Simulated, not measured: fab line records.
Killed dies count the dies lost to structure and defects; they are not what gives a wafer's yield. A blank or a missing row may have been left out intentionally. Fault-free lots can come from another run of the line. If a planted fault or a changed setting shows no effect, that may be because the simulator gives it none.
Comparing a struck lot with a sound one || flow sky130 || 23 out of 708 route steps
Sound: the wafers L677.2, L677.3, L677.5. Struck: wafers L690.1, L690.2, L690.4. The cause is named last.
Each step with rows lists, per side, the tool, then ch with its chambers, then its first start. Under that, the readings that differ: sound wafers || struck wafers || difference of the means || sigmas: that difference in standard deviations of wafers without a fault.
alike: a reading whose means differ by less than 2 such deviations, as well as words and numbers matching on both sides. not compared: withheld readings; readings where some wafer has no value; bounds like >300 that might hide an equal value; numbers whose values overlap and for which the record gives no deviation.
Wherever a step has rows on one side only, a row that says differs or no value, or a row with sigmas, the two part there. Numbers that don't overlap but have no deviation are shown without sigmas and don't part them. A reading that every wafer of one side lacks parts them only if that side has two wafers or more.

first, 1 step without rows for these wafers: SKY_SONOS_ONO_DEVELOP_12 (develop time 60 s).
SKY_SONOS_ONO_CD_MEAS_13 targets a cd of 410 nm.
  sound on cdSem-02 at day 13 15:52; struck on cdSem-01 at day 18 04:02
  alike: cdNm
SKY_SONOS_ONO_OVL_MEAS_14:
  sound on overlay-02 at day 13 15:58; struck on overlay-01 at day 18 04:10
  alike: SONOS_ONO_OVL
SKY_SONOS_ONO_ETCH_15: etches the open film in CHF3/O2, target depth 19.52 nm, time 7.8 s.
  sound on rieDiel-01 ch 0,2,3, day 13 16:00; struck on rieDiel-01 ch 0,2,3, day 18 04:12
  alike: drypumpMotorCurrentA, oesProductAu, throttleValvePct
  not compared: rfHoursCounterH
then, 1 step without rows for these wafers: SKY_SONOS_ONO_WET_ETCH_16 (etches SiO2 in dHF, target depth 14 nm, time 280 s).
SKY_SONOS_ONO_STRIP_17: strips in O2/N2.
  sound on plasmaAsher-02 ch 0,1, day 13 16:07; struck on plasmaAsher-01 ch 0,1, day 18 04:18
{"reading": "stripTimeToEndpointS (s)", "sound": "14.06 13.98 14.07", "struck": "14.14 14.13 14.13", "difference": "+0.10", "sigmas": "+2"}
  alike: drypumpMotorCurrentA, oesProductAu
  not compared: rfHoursCounterH
then, 3 steps without rows for these wafers: SKY_SONOS_ONO_WET_ETCH_18 (etches Si3N4 in H3PO4, target depth 15 nm, time 172 s); SKY_GATE_OXIDE_CLEAN_00 (cleans in SC1/SC2, time 150 s); SKY_GATE_OXIDE_OXIDATION_01 (stabilise 600 s, purge 300 s, target thk 10.268 nm).
SKY_GATE_OXIDE_THK_MEAS_02:
  sound on filmMetro-03 at day 13 18:21; struck on filmMetro-03 at day 18 06:23
{"reading": "GATE_OXIDE_OXIDATION_00_THK (nm)", "sound": "10.54 10.53 10.50", "struck": "10.25 10.21 10.08", "difference": -0.34, "sigmas": -2}
then, 2 steps without rows for these wafers: SKY_GATE_OXIDE_DEHYDRATE_03 (time 60 s); SKY_GATE_OXIDE_HMDS_04 (prime time 60 s).
SKY_GATE_OXIDE_COAT_05: resist thk 1140 nm.
  sound on lithoTrack-01 ch 0, day 14 06:33; struck on lithoTrack-03 ch 0, day 18 21:06
{"reading": "model.NOVOLAK_of_GATE_OXIDE_COAT_05.thkNm (nm)", "sound": "1143 1144 1143", "struck": "330.1 329 329.3", "difference": -813.9, "sigmas": ""}
  alike: resistLineTempC
then, 3 steps without rows for these wafers: SKY_GATE_OXIDE_SOFTBAKE_06 (time 60 s); SKY_GATE_OXIDE_EXPOSE_07 (exposes mask LVOM, target cd 600 nm); SKY_GATE_OXIDE_PEB_08.
SKY_GATE_OXIDE_DEVELOP_09: develop time 60 s.
  sound on lithoTrack-01 ch 0, day 14 18:54; struck on lithoTrack-01 ch 0, day 19 12:41
{"reading": "resistLineTempC (C)", "sound": "22.69 22.86 22.88", "struck": "23.07 23.21 23.12", "difference": "+0.32", "sigmas": "+3"}
{"reading": "model.NOVOLAK_of_GATE_OXIDE_COAT_05.thkNm (nm)", "sound": "1143 1144 1142", "struck": "329.7 328.5 328.8", "difference": -814.0, "sigmas": ""}
SKY_GATE_OXIDE_OVL_MEAS_10:
  sound on overlay-02 at day 14 19:02; struck on overlay-01 at day 19 12:50
  alike: GATE_OXIDE_OVL
then, 2 steps without rows for these wafers: SKY_GATE_OXIDE_IMPLANT_11; SKY_GATE_OXIDE_WET_ETCH_12 (etches SiO2 in dHF, target depth 16.8 nm, time 336 s).
SKY_GATE_OXIDE_STRIP_13: strips in O2/N2.
  sound on plasmaAsher-04 ch 0,1, day 14 19:19; struck on plasmaAsher-03 ch 0,1, day 19 13:07
{"reading": "oesProductAu (a.u.)", "sound": "0.713 0.714 0.717", "struck": "0.419 0.426 0.429", "difference": -0.290, "sigmas": -62}
{"reading": "stripTimeToEndpointS (s)", "sound": "14.21 14.24 14.22", "struck": "4.53 4.51 4.50", "difference": -9.71, "sigmas": "-99 or more"}
  alike: drypumpMotorCurrentA
  not compared: rfHoursCounterH
SKY_GATE_OXIDE_TW_MEAS_14:
  sound on filmMetro-02 at day 14 19:26; struck on filmMetro-01 at day 19 13:13
  alike: GATE_OXIDE_TW
after that, 1 step had no rows for these wafers: SKY_PAD_OPEN_PROBE_99.

WHERE THEY PART
Earliest at SKY_SONOS_ONO_STRIP_17; latest, in this record, at SKY_GATE_OXIDE_STRIP_13. Later steps at which nothing parts them and some readings are alike: SKY_GATE_OXIDE_TW_MEAS_14.

WHY: what had been put in by the simulator
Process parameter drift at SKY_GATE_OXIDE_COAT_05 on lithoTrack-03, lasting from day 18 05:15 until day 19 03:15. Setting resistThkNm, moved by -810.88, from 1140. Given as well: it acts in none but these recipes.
